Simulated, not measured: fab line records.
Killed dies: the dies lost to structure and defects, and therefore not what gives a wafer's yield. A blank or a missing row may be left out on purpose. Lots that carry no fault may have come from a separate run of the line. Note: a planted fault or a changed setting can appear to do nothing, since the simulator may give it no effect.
Matching of chambers | flow gf180mcu | GF_CONTACT_CMP_27 on cmp-02 has 4 sister chambers
The step polishes, stops on SiO2, t overpolish 13.57 s, target thk 0 nm. 4 wafers are shown with their chamber, then 7 later ones without.

## WAFERS PAIRED WITH THEIR CHAMBERS
wafer  | chamber | motorCurrentA (A)
L600.4 | 1       | 10.9
L600.6 | 3       | 11.6
L605.1 | 0       | 12.1
L605.4 | 2       | 10.2

## WAFERS WITHOUT THEIR CHAMBER
wafer  | motorCurrentA (A)
L605.6 | 11.1
L606.5 | 12.4
L607.1 | 12.7
L607.5 | 11.4
L609.1 | 10.6
L609.2 | 11.5
L609.6 | 10.6

## WHICH CHAMBER EACH ONE RAN IN
wafer  | from the rows above          | in truth
L605.6 | can't be placed: 1 or 3      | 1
L606.5 | can't be placed: 0 or 3      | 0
L607.1 | can't be placed: 0 or 3      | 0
L607.5 | can't be placed: 3 or 1 or 0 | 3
L609.1 | can't be placed: 1 or 2      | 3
L609.2 | can't be placed: 3 or 0 or 1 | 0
L609.6 | can't be placed: 1 or 2      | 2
Correct placement for 0 of the 7. From these rows, 7 cannot be placed; in 6 the true chamber is one of the candidates. 0 placed wrongly.
How it was worked out, from the rows above alone: a wafer's distance from a chamber is the root of the sum, over the readings, of the square of ((its reading less the chamber's mean) divided by the reading's scatter). The wafer belongs to the nearest chamber; if the next one is less than 2 further off, it can't be placed. A chamber's mean is the mean of its shown wafers. The scatter: root of mean squared gap, hidden wafer to nearest shown wafer, with one shown wafer a chamber.
